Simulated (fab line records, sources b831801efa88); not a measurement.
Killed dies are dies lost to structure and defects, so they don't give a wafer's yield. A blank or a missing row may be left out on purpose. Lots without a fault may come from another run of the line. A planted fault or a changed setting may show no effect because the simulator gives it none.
fab line records | flow sky130
record lots=6 wafers=18 last_day=50
route steps=708 shown VIA2@525 METAL3@532 CAPM@537 PAD_OPEN@708
lots that met no fault: from a run of the same line without faults
start_h: hours from the record's first day to the start of the lot's first wafer shown | wait_h: hours since the lot's step before | " the same as in the row above | L1.1+2: a row that stands for several wafers | - no value, or no start given | * or withheld: withheld | < > ~ a bound
route shown NAME@n: a module of which the file shows steps, and the number in the route of the first | usual: mean/standard deviation of fault-free wafers | same: alike in all rows | chamber/n: place in a boat | sites: the reading at each site | _std_site: their standard deviation | _edge_site: outer sites' mean less inner sites' | radius_mm: how far each site lies from the wafer's centre | mask NAME#n: copy n | behind: the tool/chamber that last shaped the wafer | hold: why the lot was held/for how many hours/how that ended | device: the transistor (n, p or np) that didn't switch | end of line: the same wafers' tests at the end of the route | a step without rows: its recipe alone | killed: dies lost to structure and defects at the first sort, not the wafer's yield | map: a wafer's dies, x killed, . not, _ none there
set.NAME: the setting as run; set.NAME@STEP: as run at that earlier step | model.NAME: the simulator's own value behind a step, which no gauge read
lots at some steps of the route; a table a step, a row a wafer
services: from which hour (start_h, from the record's first day; less than 0 if before it) a tool's chamber was out of use, for how many hours, and why
## steps
# step SKY_VIA2_CLEAN_18
# recipe chemistry=IPA time_s=180 temp_c=25
# step SKY_VIA2_CLEAN_19
# recipe chemistry=O3/DIW dry=n2_spin
# step SKY_VIA2_SPUTTER_20
# recipe material=TiN target_thk_nm=20 chamber_pressure_pa=5 power_w=4000 time_s=80
# usual cathode_dc_power_W=4000.0/0.71 throttle_valve_pct=30.6/1
# columns lot.wafer tool chamber start_h wait_h cathode_dc_power_W throttle_valve_pct
L994.1 pvd_sputter-01 - 849.98 0.0 3999.0 29.9
L994.2 " - " " 3999.7 29.1
L994.3 " - " " 3999.8 30.8
L997.2 pvd_sputter-01 - 871.47 0.0 4000.2 29.3
L997.4 " - " " 3997.9 29.8
L997.6 " - " " 3999.8 30.6
L105.1 pvd_sputter-01 - 932.68 0.0 3998.6 30.1
L105.4 " - " " 3999.1 29.3
L105.6 " - " " 3999.5 29.6
L108.2 pvd_sputter-03 - 958.01 0.0 3998.7 31.9
L108.4 " - " " 3999.1 32.1
L108.6 " - " " 4000.2 30.2
L109.1 pvd_sputter-03 - 964.18 0.0 4000.0 32.1
L109.2 " - " " 3999.7 32.1
L109.5 " - " " 3998.5 30.4
L115.1 pvd_sputter-01 - 1000.62 0.0 3999.2 29.9
L115.2 " - " " 4000.3 32.2
L115.3 " - " " 3998.6 30.9
# step SKY_VIA2_CVD_21
# recipe material=W target_thk_nm=420 time_s=126.4 temp_c=400 pressure_torr=40
# usual heater_power_w=850/67
# columns lot.wafer tool chamber start_h wait_h heater_power_w since_wet_clean_h
L994.1 cvd_w-02 0 850.04 0.0 756 446
L994.2 " 1 " " 886 446
L994.3 " 1 " " 879 -
L997.2 cvd_w-01 1 871.53 0.0 986 968
L997.4 " 0 " " 878 -
L997.6 " 0 " " 867 -
L105.1 cvd_w-01 1 932.75 0.0 892 15
L105.4 " 1 " " 890 -
L105.6 " 1 " " 904 -
L108.2 cvd_w-01 0 958.07 0.0 820 40
L108.4 " 1 " " 901 -
L108.6 " 0 " " 831 -
L109.1 cvd_w-01 0 964.24 0.0 813 46
L109.2 " 1 " " 863 46
L109.5 " 0 " " 808 -
L115.1 cvd_w-01 0 1000.68 0.0 804 83
L115.2 " 1 " " 907 83
L115.3 " 0 " " 834 -
# step SKY_VIA2_RS_MEAS_22
# recipe thk_meas_gauge=four-point-probe reads=W_of_VIA2_CVD_21+TiN_of_VIA2_SPUTTER_20
# usual VIA2_W_RS=0.270/0.0059
# columns lot.wafer tool chamber start_h wait_h VIA2_W_RS[ohm/sq]
L994.1 film_metro-01 - 850.17 0.1 0.273
L994.2 " - " " 0.278
L994.3 " - " " 0.278
L997.2 film_metro-01 - 871.68 0.1 0.275
L997.4 " - " " 0.264
L997.6 " - " " 0.263
L105.1 film_metro-02 - 932.88 0.1 0.274
L105.4 " - " " 0.273
L105.6 " - " " 0.272
L108.2 film_metro-02 - 958.22 0.1 0.260
L108.4 " - " " 0.271
L108.6 " - " " 0.259
L109.1 film_metro-03 - 964.37 0.1 0.263
L109.2 " - " " 0.274
L109.5 " - " " 0.261
L115.1 film_metro-02 - 1000.81 0.1 0.262
L115.2 " - " " 0.273
L115.3 " - " " 0.265
# step SKY_VIA2_THK_MEAS_23
# recipe thk_meas_gauge=xrf reads=W_of_VIA2_CVD_21
# usual VIA2_W_THK=414/8.8
# columns lot.wafer tool chamber start_h wait_h VIA2_W_THK[nm]
L994.1 film_metro-01 - 850.29 0.1 407
L994.2 " - " " 401
L994.3 " - " " 400
L997.2 film_metro-01 - 871.79 0.1 406
L997.4 " - " " 424
L997.6 " - " " 423
L105.1 film_metro-02 - 933.00 0.1 409
L105.4 " - " " 411
L105.6 " - " " 409
L108.2 film_metro-02 - 958.33 0.1 433
L108.4 " - " " 413
L108.6 " - " " 433
L109.1 film_metro-03 - 964.49 0.1 425
L109.2 " - " " 407
L109.5 " - " " 425
L115.1 film_metro-02 - 1000.93 0.1 430
L115.2 " - " " 409
L115.3 " - " " 419
# step SKY_VIA2_CMP_24
# recipe stop_on=SiO2 t_overpolish_s=20 down_force_psi=3.5 platen_rpm=60 target_thk_nm=0 pad_velocity_m_s=0.94248
# step SKY_METAL3_SPUTTER_00
# recipe material=Ti target_thk_nm=15 power_w=3000 time_s=10 chamber_pressure_pa=0.4
# step SKY_METAL3_SPUTTER_01
# recipe material=TiN target_thk_nm=20 power_w=6500 time_s=16.7 chamber_pressure_pa=0.4
# usual cathode_dc_power_W=6500.0/1.1 throttle_valve_pct=30.6/1
# columns lot.wafer tool chamber start_h wait_h cathode_dc_power_W throttle_valve_pct
L994.1 pvd_sputter-03 - 850.67 0.0 6498.7 32.0
L994.2 " - " " 6498.4 32.0
L994.3 " - " " 6498.9 30.0
L997.2 pvd_sputter-04 - 872.16 0.0 6500.7 30.4
L997.4 " - " " 6500.7 29.2
L997.6 " - " " 6500.7 30.3
L105.1 pvd_sputter-03 - 933.38 0.0 6500.2 30.2
L105.4 " - " " 6498.1 32.0
L105.6 " - " " 6499.9 30.3
L108.2 pvd_sputter-04 - 958.70 0.0 6499.7 30.6
L108.4 " - " " 6501.6 30.0
L108.6 " - " " 6499.7 30.8
L109.1 pvd_sputter-03 - 964.87 0.0 6499.1 30.0
L109.2 " - " " 6500.2 32.1
L109.5 " - " " 6499.7 32.1
L115.1 pvd_sputter-04 - 1001.31 0.0 6499.1 30.3
L115.2 " - " " 6498.7 30.6
L115.3 " - " " 6499.8 29.9
# step SKY_METAL3_SPUTTER_02
# recipe material=AlCu target_thk_nm=735 power_w=10600 time_s=39.1 chamber_pressure_pa=0.4
# step SKY_METAL3_SPUTTER_03
# recipe material=Ti target_thk_nm=5 power_w=3000 time_s=3.3 chamber_pressure_pa=0.4
# step SKY_METAL3_SPUTTER_04
# recipe material=TiN target_thk_nm=70 power_w=6500 time_s=58.3 chamber_pressure_pa=0.4
# step SKY_CAPM_CVD_00
# recipe material=SiO2 target_thk_nm=15.5 temp_c=400 time_s=withheld rf_w=450
# usual heater_power_w=737/90
# columns lot.wafer tool chamber start_h wait_h heater_power_w model.SiO2_of_CAPM_CVD_00.thk_nm
L994.1 pecvd-01 2 850.81 0.0 792 15.16
L994.2 " 1 " " 791 15.25
L994.3 " 0 " " 794 15.13
L997.2 pecvd-02 1 872.29 0.0 600 15.34
L997.4 " 0 " " 615 15.68
L997.6 " 2 " " 760 15.72
L105.1 pecvd-01 1 933.51 0.0 664 26.47
L105.4 " 1 " " 671 15.31
L105.6 " 0 " " 740 15.21
L108.2 pecvd-02 0 958.84 0.0 586 15.44
L108.4 " 0 " " 598 15.72
L108.6 " 1 " " 697 15.64
L109.1 pecvd-01 2 965.00 0.0 750 26.68
L109.2 " 1 " " 682 15.35
L109.5 " 0 " " 776 27.26
L115.1 pecvd-03 1 1001.45 0.0 775 15.19
L115.2 " 0 " " 814 15.12
L115.3 " 2 " " 629 15.36
# step SKY_CAPM_THK_MEAS_01
# recipe reads=SiO2_of_CAPM_CVD_00
# usual CAPM_CVD_00_THK=15.46/0.22
# columns lot.wafer tool chamber start_h wait_h CAPM_CVD_00_THK[nm]
L994.1 film_metro-04 - 850.83 - 15.15
L994.2 " - " " 15.26
L994.3 " - " " 15.12
L997.2 film_metro-03 - 872.33 - 15.32
L997.4 " - " " 15.64
L997.6 " - " " 15.79
L105.1 film_metro-02 - 933.54 - 26.46
L105.4 " - " " 15.34
L105.6 " - " " 15.24
L108.2 film_metro-02 - 958.87 - 15.37
L108.4 " - " " 15.74
L108.6 " - " " 15.64
L109.1 film_metro-04 - 965.03 - 26.68
L109.2 " - " " 15.31
L109.5 " - " " 27.24
L115.1 film_metro-04 - 1001.47 - 15.13
L115.2 " - " " 15.14
L115.3 " - " " 15.39
# step SKY_CAPM_SPUTTER_02
# recipe material=TiN target_thk_nm=200 temp_c=300 power_w=6500 time_s=166.7 chamber_pressure_pa=0.4
# usual cathode_dc_power_W=6500.0/1.3 substrate_temp_c=299.98/0.19 throttle_valve_pct=30.6/1.1
# columns lot.wafer tool chamber start_h wait_h cathode_dc_power_W substrate_temp_c throttle_valve_pct
L994.1 pvd_sputter-01 - 850.89 0.1 6498.9 300.02 29.7
L994.2 " - " " 6498.2 299.88 30.7
L994.3 " - " " 6500.9 299.95 29.2
L997.2 pvd_sputter-02 - 872.38 0.0 6499.3 300.36 29.6
L997.4 " - " " 6499.7 299.97 31.3
L997.6 " - " " 6498.3 300.03 29.8
L105.1 pvd_sputter-01 - 933.60 0.1 6498.9 299.82 29.1
L105.4 " - " " 6501.1 300.13 32.6
L105.6 " - " " 6500.9 299.86 30.0
L108.2 pvd_sputter-01 - 958.92 0.0 6499.7 299.79 28.8
L108.4 " - " " 6499.9 300.28 30.7
L108.6 " - " " 6500.6 299.87 29.0
L109.1 pvd_sputter-01 - 965.09 0.1 6497.2 300.21 32.3
L109.2 " - " " 6501.6 299.74 30.6
L109.5 " - " " 6498.4 300.13 29.9
L115.1 pvd_sputter-03 - 1001.53 0.1 6501.6 299.61 30.0
L115.2 " - " " 6499.4 299.95 31.8
L115.3 " - " " 6499.1 300.08 29.9
# step SKY_CAPM_RS_MEAS_03
# recipe thk_meas_gauge=four-point-probe reads=TiN_of_CAPM_SPUTTER_02
# usual CAPM_TIN_RS=6.91/0.059
# columns lot.wafer tool chamber start_h wait_h CAPM_TIN_RS[ohm/sq]
L994.1 film_metro-02 - 851.00 0.1 6.86
L994.2 " - " " 6.84
L994.3 " - " " 6.91
L997.2 film_metro-04 - 872.51 0.1 6.92
L997.4 " - " " 6.94
L997.6 " - " " 6.90
L105.1 film_metro-03 - 933.71 0.1 6.81
L105.4 " - " " 6.85
L105.6 " - " " 6.82
L108.2 film_metro-04 - 959.05 0.1 6.92
L108.4 " - " " 6.88
L108.6 " - " " 6.94
L109.1 film_metro-03 - 965.19 0.1 7.03
L109.2 " - " " 6.97
L109.5 " - " " 7.00
L115.1 film_metro-02 - 1001.64 0.1 7.03
L115.2 " - " " 7.01
L115.3 " - " " 7.05
# step SKY_CAPM_THK_MEAS_04
# recipe thk_meas_gauge=xrf reads=TiN_of_CAPM_SPUTTER_02
# usual CAPM_TIN_THK=198.8/1.8
# columns lot.wafer tool chamber start_h wait_h CAPM_TIN_THK[nm]
L994.1 film_metro-02 - 851.12 0.1 200.2
L994.2 " - " " 202.1
L994.3 " - " " 200.0
L997.2 film_metro-04 - 872.62 0.1 199.4
L997.4 " - " " 198.4
L997.6 " - " " 200.0
L105.1 film_metro-03 - 933.83 0.1 200.9
L105.4 " - " " 198.9
L105.6 " - " " 199.7
L108.2 film_metro-04 - 959.16 0.1 198.6
L108.4 " - " " 199.6
L108.6 " - " " 198.5
L109.1 film_metro-03 - 965.31 0.1 195.9
L109.2 " - " " 196.6
L109.5 " - " " 196.7
L115.1 film_metro-02 - 1001.76 0.1 193.8
L115.2 " - " " 195.1
L115.3 " - " " 194.9
# step SKY_CAPM_DEHYDRATE_05
# recipe temp_c=200 time_s=60
# step SKY_CAPM_HMDS_06
# recipe prime_time_s=60 prime_temp_c=120
# step SKY_CAPM_COAT_07
# recipe resist=NOVOLAK spin_rpm=3000 resist_thk_nm=1140
# step SKY_CAPM_SOFTBAKE_08
# recipe temp_c=90 time_s=60 resist=NOVOLAK
# step SKY_CAPM_EXPOSE_09
# recipe mask_id=CAPM na=0.6 source_shape=conventional sigma_outer=0.6 polarization=unpolarized target_cd_nm=1000 dose_mj=159
# step SKY_CAPM_PEB_10
# recipe temp_c=withheld time_s=* resist=NOVOLAK
# step SKY_CAPM_DEVELOP_11
# recipe resist=NOVOLAK developer=TMAH develop_time_s=60 dev_temp_c=23
# step SKY_CAPM_OVL_MEAS_12
# usual CAPM_OVL=0.9/1.3
# columns lot.wafer tool chamber start_h wait_h CAPM_OVL[nm]
L994.1 overlay-02 - 877.10 0.1 1.1
L994.2 " - " " 1.1
L994.3 " - " " 0.4
L997.2 overlay-02 - 897.16 0.1 -0.7
L997.4 " - " " 1.9
L997.6 " - " " -0.5
L105.1 overlay-02 - 958.27 0.1 1.3
L105.4 " - " " 1.2
L105.6 " - " " 2.0
L108.2 overlay-01 - 983.19 0.1 -0.6
L108.4 " - " " 0.4
L108.6 " - " " 2.0
L109.1 overlay-01 - 988.70 0.1 2.5
L109.2 " - " " 1.9
L109.5 " - " " 2.8
L115.1 overlay-01 - 1024.62 0.1 -2.9
L115.2 " - " " -3.9
L115.3 " - " " -0.9
# step SKY_CAPM_METAL_ETCH_13
# recipe target_depth_nm=220 stop_on=SiO2 chemistry=Cl2/BCl3 target=TiN pressure_mtorr=10 icp_w=900 bias_w=48.5 Cl2_flow_sccm=60 bcl3_flow_sccm=30 time_s=62.9
# step SKY_CAPM_STRIP_14
# recipe chemistry=O2/N2 power_w=1400 pressure_mtorr=1500 platen_temp_c=withheld o2_flow_sccm=3000 n2_flow_sccm=300 overash_fraction=0.5
# step SKY_CAPM_STRIP_15
# recipe chemistry=post_etch_residue_remover time_s=1200 temp_c=72.5
# step SKY_CAPM_CLEAN_16
# recipe chemistry=IPA time_s=180 temp_c=25
# step SKY_CAPM_CLEAN_17
# recipe chemistry=O3/DIW dry=n2_spin
# step SKY_METAL3_DEHYDRATE_05
# recipe temp_c=200 time_s=60
# step SKY_METAL3_HMDS_06
# recipe prime_time_s=60 prime_temp_c=120
# step SKY_METAL3_COAT_07
# recipe resist=BARC temp_c=withheld time_s=withheld spin_rpm=3000 resist_thk_nm=60
# step SKY_METAL3_COAT_08
# recipe resist=KrF-thick spin_rpm=3000 resist_thk_nm=1140
# step SKY_METAL3_SOFTBAKE_09
# recipe temp_c=100 time_s=90 resist=KrF-thick
# step SKY_METAL3_EXPOSE_10
# recipe mask_id=MM3 na=0.68 source_shape=annular sigma_inner=0.4 sigma_outer=0.8 target_cd_nm=300 dose_mj=28
# step SKY_METAL3_PEB_11
# recipe peb_temp_c=withheld peb_time_s=withheld resist=KrF-thick
# step SKY_METAL3_DEVELOP_12
# recipe develop_time_s=60 resist=KrF-thick dev_temp_c=21
# step SKY_METAL3_CD_MEAS_13
# recipe target_cd_nm=300
# usual cd_nm=299.9/1.2
# columns lot.wafer tool chamber start_h wait_h cd_nm
L994.1 cd_sem-01 - 903.02 - 300.0
L994.2 " - " " 298.5
L994.3 " - " " 299.7
L997.2 cd_sem-01 - 923.37 - 301.0
L997.4 " - " " 299.3
L997.6 " - " " 299.3
L105.1 cd_sem-01 - 983.42 - 299.7
L105.4 " - " " 299.7
L105.6 " - " " 300.3
L108.2 cd_sem-02 - 1007.12 - 299.2
L108.4 " - " " 299.3
L108.6 " - " " 300.1
L109.1 cd_sem-02 - 1011.92 - 299.7
L109.2 " - " " 299.6
L109.5 " - " " 298.4
L115.1 cd_sem-01 - 1048.02 - 298.3
L115.2 " - " " 297.8
L115.3 " - " " 297.3
# step SKY_METAL3_OVL_MEAS_14
# usual METAL3_OVL=-1/5.7
# columns lot.wafer tool chamber start_h wait_h METAL3_OVL[nm]
L994.1 overlay-02 - 903.14 0.1 -7
L994.2 " - " " -1
L994.3 " - " " 2
L997.2 overlay-01 - 923.48 0.1 -3
L997.4 " - " " -5
L997.6 " - " " 0
L105.1 overlay-01 - 983.54 0.1 0
L105.4 " - " " -4
L105.6 " - " " 0
L108.2 overlay-01 - 1007.23 0.1 -4
L108.4 " - " " -5
L108.6 " - " " -8
L109.1 overlay-01 - 1012.04 0.1 -12
L109.2 " - " " -10
L109.5 " - " " -3
L115.1 overlay-01 - 1048.14 0.1 1
L115.2 " - " " 4
L115.3 " - " " 3
# step SKY_METAL3_DESCUM_15
# recipe chemistry=O2 source_power_w=150 bias_power_w=0 pressure_mtorr=10 temp_c=40 time_s=8
# usual drypump_motor_current_A=5.7/0.37 oes_product_au=0.999/0.0079
# same bias_power_w=0
# columns lot.wafer tool chamber start_h wait_h drypump_motor_current_A oes_product_au rf_hours_counter_h
L994.1 rie_metal-02 0 903.18 0.0 5.1 1.000 6
L994.2 " 1 " " 6.0 1.009 8
L994.3 " 0 " " 5.1 1.012 -
L997.2 rie_metal-03 1 923.51 0.0 5.9 1.005 9
L997.4 " 1 " " 5.9 0.988 -
L997.6 " 1 " " 5.9 1.001 -
L105.1 rie_metal-01 1 983.58 0.0 6.0 0.993 19
L105.4 " 1 " " 5.9 1.003 -
L105.6 " 1 " " 5.9 0.995 -
L108.2 rie_metal-02 1 1007.26 0.0 6.0 0.989 13
L108.4 " 1 " " 6.0 0.997 -
L108.6 " 1 " " 6.0 0.989 -
L109.1 rie_metal-03 0 1012.07 0.0 6.1 1.002 18
L109.2 " 1 " " 5.9 0.999 14
L109.5 " 1 " " 5.9 1.004 -
L115.1 rie_metal-02 0 1048.17 0.0 5.1 0.999 13
L115.2 " 1 " " 6.0 1.003 16
L115.3 " 1 " " 6.0 0.997 -
# step SKY_METAL3_ETCH_16
# recipe chemistry=N2/H2 target=BARC ion_energy_ev=200 bias_w=100 pressure_mtorr=30 n2_flow_sccm=100 h2_flow_sccm=200 icp_w=500 stop_on=SiO2 time_s=88.2 target_depth_a=600
# step SKY_METAL3_ETCH_17
# recipe target=SiO2 stop_on=TiN chemistry=C4F8/O2/Ar source_w=1500 bias_w=1200 pressure_mtorr=40 c4f8_flow_sccm=withheld O2_flow_sccm=6 Ar_flow_sccm=300 time_s=3.9 target_depth_a=150
# usual oes_product_au=0.753/0.0073
# columns lot.wafer tool chamber start_h wait_h oes_product_au rf_hours_counter_h model.etch.depth_nm
L994.1 rie_diel-03 1 903.31 0.1 0.746 12 15.16
L994.2 " 3 " " 0.748 6 15.25
L994.3 " 0 " " 0.739 6 15.13
L997.2 rie_diel-04 0 923.64 0.1 0.746 17 15.34
L997.4 " 3 " " 0.756 28 15.68
L997.6 " 1 " " 0.745 - 15.72
L105.1 rie_diel-03 0 983.84 0.2 0.982 8 24.88
L105.4 " 1 " " 0.750 14 15.31
L105.6 " 0 " " 0.739 - 15.21
L108.2 rie_diel-01 2 1007.39 0.1 0.754 21 15.44
L108.4 " 0 " " 0.763 21 15.72
L108.6 " 0 " " 0.754 - 15.64
L109.1 rie_diel-01 1 1012.20 0.1 1.004 7 25.8
L109.2 " 2 " " 0.747 21 15.35
L109.5 " 0 " " 1.006 - 25.35
L115.1 rie_diel-01 0 1048.30 0.1 0.745 22 15.19
L115.2 " 3 " " 0.749 12 15.12
L115.3 " 2 " " 0.752 22 15.36
# step SKY_PAD_OPEN_PROBE_99
# usual defect_limited_yield=82.5/2 killed_at_M0_to_M3=44/7 killed_at_M4_up=3.0/1.7 killed_at_contacts=24/5.2 killed_at_front_end=15/4.8 killed_at_other=0.2/0.56 killed_dies=86/9.7 killed_open=47/7.1 killed_short=39/6.3
# same gross_dies=492 killed_at_back_side=0
# columns lot.wafer tool chamber start_h wait_h defect_limited_yield[%] killed_at_M0_to_M3 killed_at_M4_up killed_at_contacts killed_at_front_end killed_at_other killed_dies killed_open killed_short model.etest.tester.sort_n_pass model.etest.tester.sort_yield_pct model.etest.tester.sort_bin_3_pct model.etest.cap_ono.short model.etest.diode_ndiff_pwell.over_limit model.etest.pfet_01v8_hvt.over_limit model.etest.diode_nwell_sub.over_limit model.etest.diode_dnwell_sub.over_limit
L994.1 prober-02 - 1077.94 0.1 79.5 55 3 24 19 0 101 49 51 391 79.47 0.6098 0 0 0 0 0
L994.2 prober-02 - 1077.99 0.1 80.9 53 2 20 19 0 94 58 36 398 80.89 0.813 0 0 0 0 0
L994.3 prober-02 - 1078.04 0.2 81.9 52 2 16 19 0 89 53 34 403 81.91 1.016 0 0 0 0 0
L997.2 prober-01 - 1097.49 0.1 82.3 50 3 23 11 0 87 42 45 405 82.32 0.813 0 0 0 0 0
L997.4 prober-01 - 1097.59 0.2 84.6 43 1 26 6 0 76 42 34 416 84.55 1.22 0 0 0 0 0
L997.6 prober-01 - 1097.69 0.2 82.1 48 3 23 13 1 88 52 36 404 82.11 0.6098 0 0 0 0 0
L105.1 prober-01 - 1144.77 0.1 81.5 44 5 25 16 1 91 42 49 0 0 82.47 1 1 1 1 1
L105.4 prober-01 - 1144.92 0.2 82.3 51 6 17 13 0 87 54 33 405 82.32 1.016 0 0 0 0 0
L105.6 prober-01 - 1145.02 0.2 79.1 54 2 30 17 0 103 61 41 389 79.06 0.813 0 0 0 0 0
L108.2 prober-02 - 1163.87 0.1 80.9 38 5 27 24 0 94 53 41 398 80.89 0.813 0 0 0 0 0
L108.4 prober-02 - 1163.97 0.2 83.1 43 5 17 18 0 83 44 39 409 83.13 1.626 0 0 0 0 0
L108.6 prober-02 - 1164.07 0.2 78.7 54 1 28 22 0 105 63 42 387 78.66 1.016 0 0 0 0 0
L109.1 prober-02 - 1168.15 0.1 80.9 52 2 25 14 1 94 52 41 0 0 74.27 1 1 1 1 1
L109.2 prober-02 - 1168.20 0.1 82.5 38 3 25 20 0 86 46 40 406 82.52 0.6098 0 0 0 0 0
L109.5 prober-02 - 1168.35 0.2 81.5 45 2 25 18 1 91 51 40 0 0 82.12 1 1 1 1 1
L115.1 prober-02 - 1193.95 0.1 78.7 54 4 27 20 0 105 62 43 387 78.66 0.2033 0 0 0 0 0
L115.2 prober-02 - 1194.00 0.1 79.7 43 4 32 21 0 100 57 43 392 79.67 0.4065 0 0 0 0 0
L115.3 prober-02 - 1194.05 0.2 83.1 36 2 30 15 0 83 50 33 409 83.13 0.813 0 0 0 0 0
# killed by level:class
L994.1 FIELD_ISO:geometric_particle:short=10 VIA1:geometric_particle:open=9 VIA1:geometric_particle:short=8 FIELD_ISO:geometric_particle:open=7 LI_CONTACT:geometric_particle:open=7 CONTACT:geometric_particle:open=7 VIA2:geometric_particle:open=7 METAL2:geometric_particle:short=7
L994.2 VIA1:geometric_particle:open=12 VIA2:geometric_particle:open=11 CONTACT:geometric_particle:open=9 METAL1:geometric_particle:short=7 FIELD_ISO:geometric_particle:open=6 VIA1:geometric_particle:short=6 POLY_GATE:geometric_particle:open=5 METAL2:geometric_particle:short=5
L994.3 VIA1:geometric_particle:open=13 VIA2:geometric_particle:open=9 METAL2:geometric_particle:short=8 CONTACT:geometric_particle:open=7 POLY_GATE:geometric_particle:open=6 METAL1:geometric_particle:short=5 FIELD_ISO:geometric_particle:open=4 LI_CONTACT:geometric_particle:open=4
L997.2 CONTACT:geometric_particle:open=10 LOCAL_INTERCONNECT:geometric_particle:short=9 VIA1:geometric_particle:open=9 VIA1:geometric_particle:short=9 VIA2:geometric_particle:open=7 VIA3:geometric_particle:open=7 VIA3:geometric_particle:short=5 METAL2:geometric_particle:short=4
L997.4 VIA1:geometric_particle:open=14 VIA3:geometric_particle:open=9 CONTACT:geometric_particle:open=8 LOCAL_INTERCONNECT:geometric_particle:short=7 METAL2:geometric_particle:short=6 CONTACT:geometric_particle:short=4 LI_CONTACT:geometric_particle:short=3 LI_CONTACT:geometric_particle:open=3
L997.6 VIA2:geometric_particle:open=11 VIA1:geometric_particle:open=11 CONTACT:geometric_particle:open=10 VIA1:geometric_particle:short=7 LOCAL_INTERCONNECT:geometric_particle:short=5 FIELD_ISO:geometric_particle:open=4 LI_CONTACT:geometric_particle:open=4 METAL1:geometric_particle:short=4
L105.1 VIA1:geometric_particle:open=9 LI_CONTACT:geometric_particle:open=8 METAL2:geometric_particle:short=7 METAL1:geometric_particle:short=6 CONTACT:geometric_particle:short=6 CONTACT:geometric_particle:open=6 VIA1:geometric_particle:short=6 FIELD_ISO:geometric_particle:short=5
L105.4 VIA1:geometric_particle:open=11 CONTACT:geometric_particle:open=9 METAL1:geometric_particle:short=8 METAL2:geometric_particle:short=7 VIA2:geometric_particle:open=6 VIA3:geometric_particle:open=5 FIELD_ISO:geometric_particle:open=4 POLY_GATE:geometric_particle:open=4
L105.6 CONTACT:geometric_particle:open=13 VIA1:geometric_particle:open=11 VIA3:geometric_particle:open=11 VIA2:geometric_particle:open=9 CONTACT:geometric_particle:short=7 METAL2:geometric_particle:short=6 POLY_GATE:geometric_particle:open=5 METAL1:geometric_particle:short=5
L108.2 VIA1:geometric_particle:open=11 CONTACT:geometric_particle:open=10 LOCAL_INTERCONNECT:geometric_particle:short=6 VIA3:geometric_particle:open=6 FIELD_ISO:geometric_particle:open=5 METAL2:geometric_particle:short=5 LI_CONTACT:geometric_particle:open=5 POLY_GATE:geometric_particle:open=4
L108.4 VIA1:geometric_particle:open=8 FIELD_ISO:geometric_particle:open=6 CONTACT:geometric_particle:short=6 LI_CONTACT:geometric_particle:open=6 VIA3:geometric_particle:open=6 FIELD_ISO:geometric_particle:short=5 METAL1:geometric_particle:short=5 VIA1:geometric_particle:short=5
L108.6 VIA1:geometric_particle:open=21 LI_CONTACT:geometric_particle:open=12 METAL1:geometric_particle:short=10 CONTACT:geometric_particle:open=9 POLY_GATE:geometric_particle:short=7 VIA1:geometric_particle:short=6 FIELD_ISO:geometric_particle:short=5 FIELD_ISO:geometric_particle:open=4
L109.1 VIA1:geometric_particle:open=11 LI_CONTACT:geometric_particle:open=10 METAL1:geometric_particle:short=9 VIA1:geometric_particle:short=7 VIA3:geometric_particle:open=7 CONTACT:geometric_particle:open=6 METAL2:geometric_particle:short=6 FIELD_ISO:geometric_particle:open=5
L109.2 CONTACT:geometric_particle:open=11 VIA1:geometric_particle:open=10 POLY_GATE:geometric_particle:short=7 LI_CONTACT:geometric_particle:open=6 VIA2:geometric_particle:short=5 VIA3:geometric_particle:open=5 FIELD_ISO:geometric_particle:open=4 LOCAL_INTERCONNECT:geometric_particle:short=4
L109.5 CONTACT:geometric_particle:open=10 VIA1:geometric_particle:open=9 FIELD_ISO:geometric_particle:short=8 VIA3:geometric_particle:open=7 VIA2:geometric_particle:open=6 LI_CONTACT:geometric_particle:open=5 METAL1:geometric_particle:short=5 VIA2:geometric_particle:short=5
L115.1 VIA1:geometric_particle:open=18 CONTACT:geometric_particle:open=11 LI_CONTACT:geometric_particle:open=9 FIELD_ISO:geometric_particle:open=7 METAL1:geometric_particle:short=7 VIA3:geometric_particle:short=6 FIELD_ISO:geometric_particle:short=4 VIA3:geometric_particle:open=4
L115.2 CONTACT:geometric_particle:open=17 VIA1:geometric_particle:open=11 CONTACT:geometric_particle:short=8 VIA1:geometric_particle:short=8 FIELD_ISO:geometric_particle:open=7 FIELD_ISO:geometric_particle:short=6 VIA3:geometric_particle:open=6 METAL1:geometric_particle:short=6
L115.3 CONTACT:geometric_particle:open=10 LI_CONTACT:geometric_particle:open=10 VIA1:geometric_particle:open=8 VIA2:geometric_particle:open=8 FIELD_ISO:geometric_particle:short=5 LOCAL_INTERCONNECT:geometric_particle:short=5 METAL1:geometric_particle:short=4 VIA3:geometric_particle:open=4
## services
# columns tool chamber start_h hours kind
pecvd-03 - 829.87 1.6 repair
rie_diel-04 1 845.43 15.9 repair
cvd_w-01 - 865.50 1.5 repair
rie_diel-03 0 869.24 8.0 repair
pecvd-01 1 872.14 5.8 repair
rie_diel-04 0 879.29 1.7 repair
cvd_w-01 - 887.66 6.9 pm
rie_diel-03 - 898.13 2.8 pm
pvd_sputter-01 - 901.78 2.0 repair
rie_diel-04 1 903.32 11.7 repair
cvd_w-01 - 904.00 14.0 pm
pvd_sputter-04 - 904.16 0.9 repair
rie_metal-03 0 906.95 2.2 repair
pvd_sputter-01 - 918.80 6.6 repair
rie_diel-04 - 939.67 0.3 repair
cvd_w-01 - 940.28 2.8 pm
rie_diel-04 2 941.71 13.9 repair
rie_diel-01 2 943.47 7.2 repair
rie_metal-03 - 958.19 2.8 pm
pvd_sputter-04 - 963.20 8.8 repair
rie_metal-03 - 981.81 0.2 repair
pvd_sputter-04 - 992.93 1.3 repair
pecvd-01 2 1011.36 4.5 repair
rie_diel-01 3 1018.48 4.0 repair
## key
first_sign step=SKY_CAPM_THK_MEAS_01 reading=CAPM_CVD_00_THK direction=up sigmas=52 usual=15.46 struck=26.79
effect step=SKY_METAL3_ETCH_17 reading=oes_product_au direction=up sigmas=33 usual=0.753 struck=0.998
model_effect step=SKY_CAPM_CVD_00 value=SiO2_of_CAPM_CVD_00.thk_nm without=15.28 struck=26.8
model_effect step=SKY_METAL3_ETCH_17 value=etch.depth_nm without=15.28 struck=25.34
model_effect step=SKY_PAD_OPEN_PROBE_99 value=etest.tester.sort_n_pass without=400 struck=0
met_at SKY_CAPM_CVD_00
struck_wafers L105.1,L109.1,L109.5
onset_between 850.81 933.51
fault kind=process_parameter_drift tool=pecvd-01 chamber=- onset_h=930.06 steps=SKY_CAPM_CVD_00 channel=target_thk_nm offset=11.568 shape=step end_h=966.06 scope=struck_wafers_only acts_in=these_recipes_only stated=15.5
